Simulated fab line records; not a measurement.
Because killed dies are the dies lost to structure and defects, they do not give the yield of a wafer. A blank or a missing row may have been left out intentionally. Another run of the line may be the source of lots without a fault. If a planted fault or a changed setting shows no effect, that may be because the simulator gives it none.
fab line records	flow sfq_line
[record] lots = 5	wafers = 23
route steps=325 shown I4@171 JJ@180 A5B@209 R5@212 C5@243 M6@252 I6@274
start_h: hours from the record's opening day to when the first of the lot's shown wafers began	wait_h: hours from the lot's prior step to this one	" identical to the entry in the row above	L1.1+2: one row covering several wafers at once	- value missing, or start not given	* or withheld: withheld	< > ~ a bound
route shown NAME@n: NAME is a module with steps in the file, n the number in the route of the first one	usual: the fault-free wafers' mean and standard deviation	same: alike in all rows	chamber/n: place in a boat	sites: per-site readings	_std_site: the values' standard deviation	_edge_site: mean of outer sites minus mean of inner sites	radius_mm: how far each site lies from the wafer's centre	mask NAME#n: copy n	behind: the last tool/chamber to shape the wafer	hold: reason for holding the lot/hours on hold/outcome of the hold	device: whichever transistor did not switch (one of n, p or np)	end of line: tests of these same wafers at the route's end	a step given without rows: its recipe and nothing more	killed: at the first sort, the dies lost to defects and structure; wafer yield is something else	map: the dies of a wafer, with x for killed, . for not killed, _ for no die there
set.NAME: the setting that was run; set.NAME@STEP: the one run at that earlier step	model.NAME: the simulator's own value behind a step, which no gauge read
lots with deliberately changed settings; one table per step, one row per wafer
[[steps]]
[step SFQ_TRILAYER_I4_VIA_LITHO_PEB_106]
[recipe] peb_temp_c = 115	peb_time_s = 60	resist = KrF
lot.wafer	tool	chamber	start_h	wait_h	set.peb_time_s
L074.2+3+5	litho_track-03	0	997.98	0.8	60
L076.1+2+3	litho_track-01	0	1008.75	1.0	60
L076.4+6	"	0	"	"	63.12
L080.1+3+5	litho_track-03	0	1171.55	1.0	62.61
L080.2+4	"	0	"	"	60
L083.1+2+3+5+6	litho_track-04	0	1187.28	1.0	60
L084.2+6	litho_track-04	0	1190.90	0.8	55.29
L084.3+4+5	"	0	"	"	60
[step SFQ_TRILAYER_I4_VIA_LITHO_DEVELOP_105]
[recipe] time_s = 60	resist = KrF
[step SFQ_TRILAYER_I4_VIA_BARC_OPEN_VIA_ETCH_146]
[recipe] mask_material = PR	chemistry = O2	target_depth_nm = 125	target = BARC	source_w = 500	bias_w = 80	pressure_mtorr = 30	time_s = 41.7
lot.wafer	tool	chamber	start_h	wait_h	set.peb_time_s@TRILAYER_I4_VIA_LITHO_PEB_106	model.I4.cd_nm
L074.2	rie_diel-01	0	998.29	0.0	60	698.8
L074.3	"	1	"	"	60	697.9
L074.5	"	3	"	"	60	698.5
L076.1	rie_diel-03	1	1009.09	0.0	60	699.1
L076.2	"	3	"	"	60	699.2
L076.3	"	0	"	"	60	701.6
L076.4	"	2	"	"	63.12	706.6
L076.6	"	3	"	"	63.12	706.4
L080.1	rie_diel-02	2	1171.89	0.0	62.61	709.2
L080.2	"	1	"	"	60	701.9
L080.3	"	0	"	"	62.61	708.6
L080.4	"	2	"	"	60	701.7
L080.5	"	1	"	"	62.61	707.4
L083.1	rie_diel-02	3	1187.61	0.0	60	703.3
L083.2	"	0	"	"	60	703.1
L083.3	"	1	"	"	60	701.6
L083.5	"	2	"	"	60	702.5
L083.6	"	1	"	"	60	701.1
L084.2	rie_diel-02	3	1191.21	0.0	55.29	690.6
L084.3	"	1	"	"	60	701.3
L084.4+5	"	1,2	"	"	60	701.4
L084.6	"	3	"	"	55.29	690.8
[step SFQ_TRILAYER_I4_VIA_ETCH_VIA_ETCH_106]
[recipe] target = SiO2	stop_on = Nb	mask_material = PR	taper_deg = 20	chemistry = CHF3	target_depth_nm = 260	source_w = 500	bias_w = 80	pressure_mtorr = 30	time_s = withheld
lot.wafer	tool	chamber	start_h	wait_h	set.peb_time_s@TRILAYER_I4_VIA_LITHO_PEB_106	model.I4.cd_nm
L074.2	rie_diel-01	0	998.33	0.0	*	697
L074.3	"	1	"	"	*	697.7
L074.5	"	3	"	"	*	699.1
L076.1	rie_diel-03	1	1009.13	0.0	*	699.3
L076.2	"	3	"	"	*	701
L076.3	"	0	"	"	*	701.2
L076.4	"	2	"	"	*	706.9
L076.6	"	3	"	"	*	708.5
L080.1	rie_diel-02	2	1171.93	0.0	*	708.3
L080.2	"	1	"	"	*	700.5
L080.3	"	0	"	"	*	708.6
L080.4	"	2	"	"	*	702
L080.5	"	1	"	"	*	706.2
L083.1	rie_diel-02	3	1187.65	0.0	*	704.5
L083.2	"	0	"	"	*	703.3
L083.3+6	"	1	"	"	*	700
L083.5	"	2	"	"	*	703
L084.2	rie_diel-02	3	1191.25	0.0	*	691.3
L084.3	"	1	"	"	*	699.2
L084.4	"	1	"	"	*	699.3
L084.5	"	2	"	"	*	701
L084.6	"	3	"	"	*	692.1
[step SFQ_TRILAYER_JJ_TRILAYER_DEP_SPUTTER_110]
[recipe] material = Al	base_pressure_pa = 1.33e-06	target_thk_nm = 8	power_w = 500	time_s = 10	chamber_pressure_pa = 0.4
lot.wafer	tool	chamber	start_h	wait_h	set.power_w	model.Al_of_TRILAYER_JJ_TRILAYER_DEP_SPUTTER_110.thk_nm
L074.2	pvd_sputter-06	-	999.32	0.0	500	7.861
L074.3	"	-	"	"	500	7.92
L074.5	"	-	"	"	500	7.869
L076.1	pvd_sputter-05	-	1010.12	0.0	464.3	7.64
L076.2	"	-	"	"	464.3	7.638
L076.3	"	-	"	"	500	8.154
L076.4	"	-	"	"	500	8.116
L076.6	"	-	"	"	500	8.264
L080.1	pvd_sputter-03	-	1172.92	0.0	500	8.043
L080.2	"	-	"	"	500	7.968
L080.3	"	-	"	"	500	8.234
L080.4	"	-	"	"	500	7.909
L080.5	"	-	"	"	500	8.175
L083.1	pvd_sputter-06	-	1188.64	0.0	555.9	8.838
L083.2	"	-	"	"	500	7.84
L083.3	"	-	"	"	555.9	9.016
L083.5	"	-	"	"	555.9	8.654
L083.6	"	-	"	"	500	7.974
L084.2	pvd_sputter-05	-	1192.24	0.0	500	8.003
L084.3	"	-	"	"	481.6	7.771
L084.4	"	-	"	"	481.6	7.81
L084.5	"	-	"	"	500	8.048
L084.6	"	-	"	"	481.6	7.68
[step SFQ_TRILAYER_JJ_TRILAYER_DEP_SPUTTER_112]
[recipe] material = Nb	base_pressure_pa = 1.33e-06	chamber_pressure_pa = 0.1333	substrate_temp_c = 20	target_thk_nm = 170	power_w = 2000	time_s = 113.3
lot.wafer	tool	chamber	start_h	wait_h	set.power_w	model.Nb_of_TRILAYER_JJ_TRILAYER_DEP_SPUTTER_112.thk_nm
L074.2	pvd_sputter-06	-	1000.34	0.5	2000	171.6
L074.3	"	-	"	"	2000	170.2
L074.5	"	-	"	"	2000	171.2
L076.1+2	pvd_sputter-05	-	1011.14	0.5	2000	175
L076.3	"	-	"	"	2000	172.6
L076.4	"	-	"	"	2000	175.8
L076.6	"	-	"	"	2000	174.5
L080.1	pvd_sputter-03	-	1173.94	0.5	2000	172.8
L080.2	"	-	"	"	2000	174.7
L080.3	"	-	"	"	2000	172.3
L080.4	"	-	"	"	2000	173.4
L080.5	"	-	"	"	2000	173.5
L083.1	pvd_sputter-06	-	1189.66	0.5	2191	186.6
L083.2	"	-	"	"	2191	187.3
L083.3	"	-	"	"	2000	170.9
L083.5	"	-	"	"	2000	172.5
L083.6	"	-	"	"	2000	171.3
L084.2	pvd_sputter-05	-	1193.26	0.5	2142	183.6
L084.3	"	-	"	"	2142	185.2
L084.4	"	-	"	"	2000	171.1
L084.5	"	-	"	"	2000	173.5
L084.6	"	-	"	"	2142	182.7
[step SFQ_JJ_RS_MEAS_929]
[recipe] thk_meas_gauge = four-point-probe	reads = Nb_of_TRILAYER_JJ_TRILAYER_DEP_SPUTTER_112
[usual] JJ_NB_RS = 1.044/0.012
lot.wafer	tool	chamber	start_h	wait_h	set.power_w@TRILAYER_JJ_TRILAYER_DEP_SPUTTER_112	JJ_NB_RS[ohm/sq]
L074.2	film_metro-01	-	1000.44	0.1	2000	1.041
L074.3	"	-	"	"	2000	1.051
L074.5	"	-	"	"	2000	1.042
L076.1	film_metro-02	-	1011.22	0.0	2000	1.020
L076.2	"	-	"	"	2000	1.019
L076.3	"	-	"	"	2000	1.033
L076.4	"	-	"	"	2000	1.015
L076.6	"	-	"	"	2000	1.022
L080.1	film_metro-01	-	1174.02	0.0	2000	1.031
L080.2	"	-	"	"	2000	1.021
L080.3	"	-	"	"	2000	1.037
L080.4	"	-	"	"	2000	1.029
L080.5	"	-	"	"	2000	1.027
L083.1	film_metro-02	-	1189.74	0.0	2191	0.956
L083.2	"	-	"	"	2191	0.952
L083.3	"	-	"	"	2000	1.042
L083.5	"	-	"	"	2000	1.034
L083.6	"	-	"	"	2000	1.041
L084.2	film_metro-02	-	1193.36	0.1	2142	0.971
L084.3	"	-	"	"	2142	0.962
L084.4	"	-	"	"	2000	1.043
L084.5	"	-	"	"	2000	1.029
L084.6	"	-	"	"	2142	0.975
[step SFQ_TRILAYER_A5B_DEP_PECVD_129]
[recipe] material = SiO2	temp_c = 150	time_s = 133.33	pressure_torr = 2.4	rf_w = 183.3	precursor = SiH4/N2O	target_thk_nm = 600
lot.wafer	tool	chamber	start_h	wait_h	set.time_s	model.SiO2_of_TRILAYER_A5B_DEP_PECVD_129.thk_nm
L074.2	pecvd-01	1	1158.52	0.0	133.33	588.7
L074.3	"	2	"	"	133.33	579.8
L074.5	"	2	"	"	133.33	596.3
L076.1	pecvd-01	0	1166.93	0.0	133.33	598.2
L076.2	"	1	"	"	133.33	605.2
L076.3	"	2	"	"	133.33	605.3
L076.4	"	2	"	"	133.33	601.9
L076.6	"	1	"	"	133.33	612.7
L080.1	pecvd-03	1	1322.64	0.0	119.7	537.5
L080.2	"	2	"	"	119.7	538.4
L080.3	"	0	"	"	133.33	597.7
L080.4	"	1	"	"	133.33	608.4
L080.5	"	0	"	"	133.33	608.1
L083.1	pecvd-01	0	1341.96	0.0	143.1	641.4
L083.2	"	2	"	"	143.1	641.2
L083.3	"	1	"	"	143.1	643.6
L083.5	"	1	"	"	133.33	606.5
L083.6	"	0	"	"	133.33	602.8
L084.2	pecvd-02	2	1344.36	0.0	133.33	593.7
L084.3	"	0	"	"	133.33	595.1
L084.4	"	1	"	"	133.33	594.8
L084.5	"	0	"	"	133.33	596.6
L084.6	"	2	"	"	133.33	605
[step SFQ_TRILAYER_R5_DEP_SPUTTER_132]
[recipe] material = Ti	base_pressure_pa = 1.33e-06	target_thk_nm = 5	power_w = 2000	time_s = 5	chamber_pressure_pa = 0.4
lot.wafer	tool	chamber	start_h	wait_h	set.time_s	model.Ti_of_TRILAYER_R5_DEP_SPUTTER_132.thk_nm
L074.2	pvd_sputter-06	-	1166.45	0.8	5	5.183
L074.3	"	-	"	"	5	4.968
L074.5	"	-	"	"	5	5.056
L076.1	pvd_sputter-04	-	1173.13	1.0	5.524	5.756
L076.2	"	-	"	"	5	5.061
L076.3	"	-	"	"	5.524	5.579
L076.4	"	-	"	"	5	4.975
L076.6	"	-	"	"	5	5.03
L080.1	pvd_sputter-03	-	1326.93	1.0	4.381	4.527
L080.2	"	-	"	"	5	5.312
L080.3	"	-	"	"	5	5.195
L080.4	"	-	"	"	4.381	4.451
L080.5	"	-	"	"	4.381	4.684
L083.1	pvd_sputter-03	-	1346.25	1.0	4.677	4.72
L083.2	"	-	"	"	5	4.893
L083.3	"	-	"	"	4.677	4.565
L083.5	"	-	"	"	5	4.859
L083.6	"	-	"	"	5	4.927
L084.2	pvd_sputter-04	-	1349.92	0.8	5	4.97
L084.3	"	-	"	"	4.528	4.503
L084.4	"	-	"	"	5	5.22
L084.5	"	-	"	"	4.528	4.669
L084.6	"	-	"	"	5	4.996
[step SFQ_TRILAYER_C5_LITHO_EXPOSE_152]
[recipe] mask_id = C5	na = 0.6	source_shape = conventional	sigma_outer = 0.65	target_cd_nm = 500	dose_mj = 21.3
lot.wafer	tool	chamber	start_h	wait_h	mask	set.dose_mj
L074.2+3+5	krf_scanner-01	0	1442.70	-	C5#0	21.3
L076.1+2+3	krf_scanner-02	0	1451.02	-	C5#0	20.67
L076.4+6	"	0	"	"	C5#0	21.3
L080.1+3+4	krf_scanner-01	0	1580.59	-	C5#0	21.3
L080.2+5	"	0	"	"	C5#0	21.74
L083.1+2+5	krf_scanner-02	0	1595.64	-	C5#0	22.44
L083.3+6	"	0	"	"	C5#0	21.3
L084.2+5+6	krf_scanner-02	0	1598.24	-	C5#0	20.71
L084.3+4	"	0	"	"	C5#0	21.3
[step SFQ_TRILAYER_C5_BARC_OPEN_VIA_ETCH_210]
[recipe] mask_material = PR	chemistry = O2	target_depth_nm = 125	target = BARC	source_w = 500	bias_w = 80	pressure_mtorr = 30	time_s = 41.7
[usual] oes_product_au = 0.686/0.004
lot.wafer	tool	chamber	start_h	wait_h	set.time_s	set.dose_mj@TRILAYER_C5_LITHO_EXPOSE_152	oes_product_au	model.C5.cd_nm
L074.2	rie_diel-01	2	1444.03	0.0	41.7	21.3	0.686	496
L074.3	"	0	"	"	41.7	21.3	0.691	496.1
L074.5	"	2	"	"	41.7	21.3	0.682	495
L076.1	rie_diel-04	0	1452.56	0.0	41.7	20.67	0.680	491.7
L076.2	"	1	"	"	41.7	20.67	0.689	491.8
L076.3	"	2	"	"	38.15	20.67	0.711	489
L076.4	"	3	"	"	41.7	21.3	0.685	496.9
L076.6	"	3	"	"	38.15	21.3	0.714	495.6
L080.1	rie_diel-01	3	1582.12	0.0	44.41	21.3	0.684	497.3
L080.2	"	1	"	"	41.7	21.74	0.686	500.4
L080.3	"	0	"	"	44.41	21.3	0.679	496.6
L080.4	"	1	"	"	41.7	21.3	0.685	499.6
L080.5	"	3	"	"	41.7	21.74	0.686	500.2
L083.1	rie_diel-04	1	1597.17	0.0	41.7	22.44	0.686	503.3
L083.2	"	3	"	"	41.7	22.44	0.685	504
L083.3	"	0	"	"	41.7	21.3	0.689	495.8
L083.5	"	0	"	"	41.7	22.44	0.684	504.8
L083.6	"	3	"	"	41.7	21.3	0.683	495.6
L084.2	rie_diel-03	2	1599.57	0.0	37.95	20.71	0.715	491.2
L084.3	"	1	"	"	37.95	21.3	0.708	496.3
L084.4	"	0	"	"	41.7	21.3	0.679	497.7
L084.5	"	2	"	"	41.7	20.71	0.692	490.7
L084.6	"	3	"	"	37.95	20.71	0.722	494.8
[step SFQ_TRILAYER_C5_ETCH_VIA_ETCH_154]
[recipe] target = SiO2	mask_material = PR	chemistry = CHF3	target_depth_nm = 84	source_w = 500	bias_w = 80	pressure_mtorr = 30	time_s = withheld	stop_on = Nb
lot.wafer	tool	chamber	start_h	wait_h	set.dose_mj@TRILAYER_C5_LITHO_EXPOSE_152	model.C5.cd_nm
L074.2+3	rie_diel-01	2,0	1444.07	0.0	21.3	496
L074.5	"	2	"	"	21.3	495.1
L076.1	rie_diel-04	0	1452.60	0.0	20.67	490.9
L076.2	"	1	"	"	20.67	491.9
L076.3	"	2	"	"	20.67	489
L076.4	"	3	"	"	21.3	497.9
L076.6	"	3	"	"	21.3	496.2
L080.1	rie_diel-01	3	1582.16	0.0	21.3	497.8
L080.2	"	1	"	"	21.74	500.7
L080.3	"	0	"	"	21.3	496.7
L080.4	"	1	"	"	21.3	500.1
L080.5	"	3	"	"	21.74	500.9
L083.1	rie_diel-04	1	1597.21	0.0	22.44	503.7
L083.2	"	3	"	"	22.44	504.6
L083.3	"	0	"	"	21.3	495.3
L083.5	"	0	"	"	22.44	504.2
L083.6	"	3	"	"	21.3	496
L084.2	rie_diel-03	2	1599.61	0.0	20.71	491.3
L084.3	"	1	"	"	21.3	495.3
L084.4	"	0	"	"	21.3	497.6
L084.5	"	2	"	"	20.71	490.4
L084.6	"	3	"	"	20.71	494.7
[step SFQ_TRILAYER_M6_DEP_SPUTTER_157]
[recipe] material = Nb	base_pressure_pa = 1.33e-06	chamber_pressure_pa = 0.1333	substrate_temp_c = 20	target_thk_nm = 200	power_w = 2000	time_s = 133.3
lot.wafer	tool	chamber	start_h	wait_h	set.time_s	model.Nb_of_TRILAYER_M6_DEP_SPUTTER_157.thk_nm
L074.2	pvd_sputter-05	-	1445.53	0.0	133.3	200.5
L074.3	"	-	"	"	133.3	203
L074.5	"	-	"	"	133.3	200.2
L076.1	pvd_sputter-05	-	1453.45	0.0	133.3	203.4
L076.2	"	-	"	"	133.3	201.5
L076.3	"	-	"	"	133.3	200.9
L076.4	"	-	"	"	133.3	201.6
L076.6	"	-	"	"	133.3	204.3
L080.1	pvd_sputter-03	-	1583.02	0.0	133.3	199.6
L080.2	"	-	"	"	133.3	202.3
L080.3	"	-	"	"	133.3	199.7
L080.4	"	-	"	"	133.3	201
L080.5	"	-	"	"	133.3	201.9
L083.1	pvd_sputter-05	-	1598.08	0.0	119.9	178.1
L083.2	"	-	"	"	133.3	201.4
L083.3	"	-	"	"	133.3	202.7
L083.5	"	-	"	"	119.9	179.1
L083.6	"	-	"	"	119.9	181.4
L084.2	pvd_sputter-04	-	1600.47	0.0	151.6	225.5
L084.3	"	-	"	"	151.6	224.6
L084.4	"	-	"	"	151.6	224.1
L084.5	"	-	"	"	133.3	198.8
L084.6	"	-	"	"	133.3	195.9
[step SFQ_M6_RS_MEAS_938]
[recipe] thk_meas_gauge = four-point-probe	reads = Nb_of_TRILAYER_M6_DEP_SPUTTER_157
[usual] M6_NB_RS = 0.889/0.0093
lot.wafer	tool	chamber	start_h	wait_h	set.time_s@TRILAYER_M6_DEP_SPUTTER_157	M6_NB_RS[ohm/sq]
L074.2	film_metro-03	-	1445.64	0.1	133.3	0.887
L074.3	"	-	"	"	133.3	0.875
L074.5	"	-	"	"	133.3	0.890
L076.1	film_metro-03	-	1453.54	0.0	133.3	0.873
L076.2	"	-	"	"	133.3	0.884
L076.3	"	-	"	"	133.3	0.887
L076.4	"	-	"	"	133.3	0.883
L076.6	"	-	"	"	133.3	0.871
L080.1	film_metro-04	-	1583.11	0.0	133.3	0.887
L080.2	"	-	"	"	133.3	0.876
L080.3	"	-	"	"	133.3	0.890
L080.4	"	-	"	"	133.3	0.882
L080.5	"	-	"	"	133.3	0.878
L083.1	film_metro-01	-	1598.17	0.0	119.9	1.002
L083.2	"	-	"	"	133.3	0.885
L083.3	"	-	"	"	133.3	0.880
L083.5	"	-	"	"	119.9	0.994
L083.6	"	-	"	"	119.9	0.982
L084.2	film_metro-04	-	1600.58	0.1	151.6	0.787
L084.3	"	-	"	"	151.6	0.789
L084.4	"	-	"	"	151.6	0.791
L084.5	"	-	"	"	133.3	0.894
L084.6	"	-	"	"	133.3	0.908
[step SFQ_TRILAYER_M6_LITHO_COAT_164]
[recipe] resist = BARC	spin_rpm = 3000	resist_thk_nm = 62
[step SFQ_TRILAYER_M6_BARC_OPEN_METAL_ETCH_206]
[recipe] mask_material = PR	chemistry = O2	target_depth_nm = 125	target = BARC	icp_w = 600	bias_w = 80	pressure_mtorr = 10	time_s = 41.7
[step SFQ_TRILAYER_M6_ETCH_METAL_ETCH_162]
[recipe] target = Nb	stop_on = SiO2	mask_material = PR	chemistry = Cl2/Ar	target_depth_nm = 240	icp_w = 600	bias_w = 80	pressure_mtorr = 10	time_s = 116.9
[usual] oes_product_au = 0.907/0.007
lot.wafer	tool	chamber	start_h	wait_h	set.time_s@TRILAYER_M6_DEP_SPUTTER_157	oes_product_au
L074.2	rie_metal-01	0	1566.26	0.1	133.3	0.911
L074.3	"	0	"	"	133.3	0.920
L074.5	"	0	"	"	133.3	0.911
L076.1	rie_metal-03	0	1573.36	0.0	133.3	0.919
L076.2	"	1	"	"	133.3	0.906
L076.3	"	0	"	"	133.3	0.907
L076.4	"	1	"	"	133.3	0.912
L076.6	"	1	"	"	133.3	0.915
L080.1	rie_metal-03	1	1592.43	0.0	133.3	0.909
L080.2	"	0	"	"	133.3	0.909
L080.3	"	1	"	"	133.3	0.905
L080.4	"	0	"	"	133.3	0.907
L080.5	"	0	"	"	133.3	0.906
L083.1	rie_metal-03	1	1600.83	0.0	119.9	0.844
L083.2	"	0	"	"	133.3	0.916
L083.3	"	1	"	"	133.3	0.917
L083.5	"	1	"	"	119.9	0.854
L083.6	"	0	"	"	119.9	0.858
L084.2	rie_metal-02	1	1603.08	0.0	151.6	0.975
L084.3	"	0	"	"	151.6	0.976
L084.4	"	1	"	"	151.6	0.967
L084.5	"	1	"	"	133.3	0.904
L084.6	"	0	"	"	133.3	0.901
[step SFQ_TRILAYER_I6_VIA_LITHO_PEB_172]
[recipe] peb_temp_c = 115	peb_time_s = 60	resist = KrF
lot.wafer	tool	chamber	start_h	wait_h	set.peb_temp_c
L074.2+3+5	litho_track-01	0	1716.14	0.8	115
L076.1+2+6	litho_track-01	0	1724.52	1.0	115
L076.3+4	"	0	"	"	112.3
L080.1+2+4	litho_track-04	0	1735.32	1.0	115
L080.3+5	"	0	"	"	116.1
L083.1+3+6	litho_track-01	0	1741.32	1.0	115
L083.2+5	"	0	"	"	118.3
L084.2+5	litho_track-01	0	1742.54	0.8	115
L084.3+4+6	"	0	"	"	116.1
[step SFQ_TRILAYER_I6_VIA_BARC_OPEN_VIA_ETCH_235]
[recipe] mask_material = PR	chemistry = O2	target_depth_nm = 125	target = BARC	source_w = 500	bias_w = 80	pressure_mtorr = 30	time_s = 41.7
lot.wafer	tool	chamber	start_h	wait_h	set.time_s	set.peb_temp_c@TRILAYER_I6_VIA_LITHO_PEB_172	model.I6.cd_nm	model.KrF_of_TRILAYER_I6_VIA_LITHO_COAT_169.thk_nm
L074.2	rie_diel-04	3	1716.45	0.0	41.7	115	702.6	576.4
L074.3	"	1	"	"	41.7	115	702.4	577.1
L074.5	"	1	"	"	41.7	115	702	577.2
L076.1	rie_diel-04	1	1724.85	0.0	41.7	115	698.1	573.8
L076.2	"	2	"	"	47.85	115	700.5	562.9
L076.3	"	0	"	"	41.7	112.3	643.5	575.3
L076.4	"	3	"	"	41.7	112.3	645.1	574.3
L076.6	"	0	"	"	47.85	115	697.6	569.2
L080.1	rie_diel-01	1	1735.65	0.0	41.7	115	699.8	574.6
L080.2	"	2	"	"	41.7	115	700.7	574.3
L080.3	"	3	"	"	41.7	116.1	719.4	572.1
L080.4	"	3	"	"	41.7	115	700.1	572.3
L080.5	"	1	"	"	41.7	116.1	717.9	574.6
L083.1	rie_diel-04	2	1741.65	0.0	41.7	115	701.4	571.1
L083.2	"	1	"	"	41.7	118.3	753.3	572.8
L083.3	"	3	"	"	41.7	115	700.5	571.4
L083.5	"	1	"	"	41.7	118.3	752.2	572
L083.6	"	2	"	"	41.7	115	702	571.3
L084.2	rie_diel-02	0	1742.85	0.0	46.5	115	700	569.8
L084.3	"	2	"	"	41.7	116.1	720.9	575
L084.4	"	1	"	"	41.7	116.1	718.3	574.1
L084.5	"	0	"	"	41.7	115	700.5	574.3
L084.6	"	1	"	"	46.5	116.1	719.9	569
[[key]]
[split] step = SFQ_TRILAYER_I4_VIA_LITHO_PEB_106	setting = peb_time_s	stated = 60	by = wafer
[response] step = SFQ_TRILAYER_I4_VIA_BARC_OPEN_VIA_ETCH_146	reading = model.I4.cd_nm	change = +1.36	per = 1%	r = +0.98
[response] step = SFQ_TRILAYER_I4_VIA_ETCH_VIA_ETCH_106	reading = model.I4.cd_nm	change = +1.2	per = 1%	r = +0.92
[split] step = SFQ_TRILAYER_JJ_TRILAYER_DEP_SPUTTER_110	setting = power_w	stated = 500	by = wafer
[response] step = SFQ_TRILAYER_JJ_TRILAYER_DEP_SPUTTER_110	reading = model.Al_of_TRILAYER_JJ_TRILAYER_DEP_SPUTTER_110.thk_nm	change = +0.0804	per = 1%	r = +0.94
[split] step = SFQ_TRILAYER_JJ_TRILAYER_DEP_SPUTTER_112	setting = power_w	stated = 2000	by = wafer
[response] step = SFQ_TRILAYER_JJ_TRILAYER_DEP_SPUTTER_112	reading = model.Nb_of_TRILAYER_JJ_TRILAYER_DEP_SPUTTER_112.thk_nm	change = +1.62	per = 1%	r = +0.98
[response] step = SFQ_JJ_RS_MEAS_929	reading = JJ_NB_RS	change = -0.00905	per = 1%	r = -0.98
[split] step = SFQ_TRILAYER_A5B_DEP_PECVD_129	setting = time_s	stated = 133.33	by = wafer
[response] step = SFQ_TRILAYER_A5B_DEP_PECVD_129	reading = model.SiO2_of_TRILAYER_A5B_DEP_PECVD_129.thk_nm	change = +6.05	per = 1%	r = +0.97
[split] step = SFQ_TRILAYER_R5_DEP_SPUTTER_132	setting = time_s	stated = 5	by = wafer
[response] step = SFQ_TRILAYER_R5_DEP_SPUTTER_132	reading = model.Ti_of_TRILAYER_R5_DEP_SPUTTER_132.thk_nm	change = +0.0547	per = 1%	r = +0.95
[split] step = SFQ_TRILAYER_C5_LITHO_EXPOSE_152	setting = dose_mj	stated = 21.3	by = wafer
[response] step = SFQ_TRILAYER_C5_BARC_OPEN_VIA_ETCH_210	reading = model.C5.cd_nm	change = +1.6	per = 1%	r = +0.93
[response] step = SFQ_TRILAYER_C5_ETCH_VIA_ETCH_154	reading = model.C5.cd_nm	change = +1.66	per = 1%	r = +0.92
[split] step = SFQ_TRILAYER_C5_BARC_OPEN_VIA_ETCH_210	setting = time_s	stated = 41.7	by = wafer
[response] step = SFQ_TRILAYER_C5_BARC_OPEN_VIA_ETCH_210	reading = oes_product_au	change = -0.00269	per = 1%	r = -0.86
[split] step = SFQ_TRILAYER_M6_DEP_SPUTTER_157	setting = time_s	stated = 133.3	by = wafer
[response] step = SFQ_TRILAYER_M6_DEP_SPUTTER_157	reading = model.Nb_of_TRILAYER_M6_DEP_SPUTTER_157.thk_nm	change = +2.08	per = 1%	r = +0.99
[response] step = SFQ_M6_RS_MEAS_938	reading = M6_NB_RS	change = -0.00912	per = 1%	r = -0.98
[response] step = SFQ_TRILAYER_M6_ETCH_METAL_ETCH_162	reading = oes_product_au	change = +0.00556	per = 1%	r = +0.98
[split] step = SFQ_TRILAYER_I6_VIA_LITHO_PEB_172	setting = peb_temp_c	stated = 115	by = wafer
[response] step = SFQ_TRILAYER_I6_VIA_BARC_OPEN_VIA_ETCH_235	reading = model.I6.cd_nm	change = +20	per = 1%	r = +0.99
[split] step = SFQ_TRILAYER_I6_VIA_BARC_OPEN_VIA_ETCH_235	setting = time_s	stated = 41.7	by = wafer
[response] step = SFQ_TRILAYER_I6_VIA_BARC_OPEN_VIA_ETCH_235	reading = model.KrF_of_TRILAYER_I6_VIA_LITHO_COAT_169.thk_nm	change = -0.522	per = 1%	r = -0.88
